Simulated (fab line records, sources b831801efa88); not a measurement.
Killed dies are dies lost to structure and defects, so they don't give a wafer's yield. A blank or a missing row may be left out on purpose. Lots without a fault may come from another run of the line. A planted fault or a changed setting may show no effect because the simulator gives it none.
A struck lot beside a sound one | flow gf180mcu | 14 steps out of a route of 602
Sound: wafers L446.1, L446.2, L446.4. Struck: wafers L460.2, L460.3, L460.5. The cause comes at the end.
At each step with rows: each side's tool, then ch and its chambers, then its first start. Under that, the readings that differ: sound wafers | struck wafers | difference of the means | sigmas: that difference in standard deviations of wafers without a fault.
alike: readings whose means differ by less than 2 such deviations, and words and numbers that are the same on both sides. not compared: withheld readings, readings that some wafer has no value for, bounds like >300 that may hide the same value, and numbers for which the record gives no deviation and whose values overlap.
The two part at a step that has a row with sigmas, a row that says differs or no value, or rows on one side only. Numbers that don't overlap but have no deviation are shown without sigmas and don't part them. A reading that every wafer of one side lacks parts them only if that side has two wafers or more.

GF_V1_THK_MEAS_01:
  sound on film_metro-04, day 17 10:20; struck on film_metro-02, day 22 22:49
  alike: V1_CVD_00_THK
GF_V1_CVD_02: deposits SiO2 from TEOS, target thk 850 nm, time 94.851 s.
  sound on pecvd-01 ch 0,1,2, day 17 10:24; struck on pecvd-01 ch 0,1,2, day 22 22:52
  alike: heater_power_w
GF_V1_THK_MEAS_03:
  sound on film_metro-04, day 17 10:28; struck on film_metro-04, day 22 22:57
  alike: V1_CVD_02_THK
GF_V1_CMP_04: polishes SiO2.
  sound on cmp-02 ch 0,2,3, day 17 10:32; struck on cmp-01 ch 0,1,2, day 22 23:03
  alike: motor_current_A, platen_rpm, retaining_ring_pressure_frac, time_to_endpoint_s
GF_V1_BOW_MEAS_05:
  sound on film_metro-03, day 17 10:50; struck on film_metro-02, day 22 23:19
  alike: V1_BOW
then, 7 steps without rows for these wafers: GF_V1_DEHYDRATE_06 (time 60 s); GF_V1_HMDS_07 (prime time 60 s); GF_V1_COAT_08; GF_V1_COAT_09 (resist thk 1000 nm); GF_V1_SOFTBAKE_10 (time 60 s); GF_V1_EXPOSE_11 (exposes mask Via1, target cd 260 nm); GF_V1_PEB_12 (peb time 90 s).
GF_V1_DEVELOP_13: develop time 60 s.
  sound on litho_track-02 ch 0, day 18 09:28; struck on litho_track-04, day 23 21:22
  no value came back on the struck wafers for chill_plate_temp_C (C), develop_time_s (s); on the sound wafers chill_plate_temp_C (C) reads 23.11 22.79 22.98
  reading                             | sound             | struck            | difference | sigmas
  model.KrF_of_V1_COAT_09.thk_nm (nm) | 987.6 988.5 988.9 | 999.8 998.7 998.7 | +10.7      |
GF_V1_CD_MEAS_14: target cd 260 nm.
  sound on cd_sem-01, day 18 09:37; struck on cd_sem-01, day 23 21:31
  reading    | sound             | struck | difference                    | sigmas
  cd_nm (nm) | 258.2 258.3 259.2 | - - -  | no value on the struck wafers |

WHERE THEY PART
First at GF_V1_DEVELOP_13; last, within this record, at GF_V1_CD_MEAS_14.

WHY: what the simulator had put in
Skipped step whole: litho_track-04, from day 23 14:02 on, at GF_V1_DEVELOP_13. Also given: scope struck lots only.
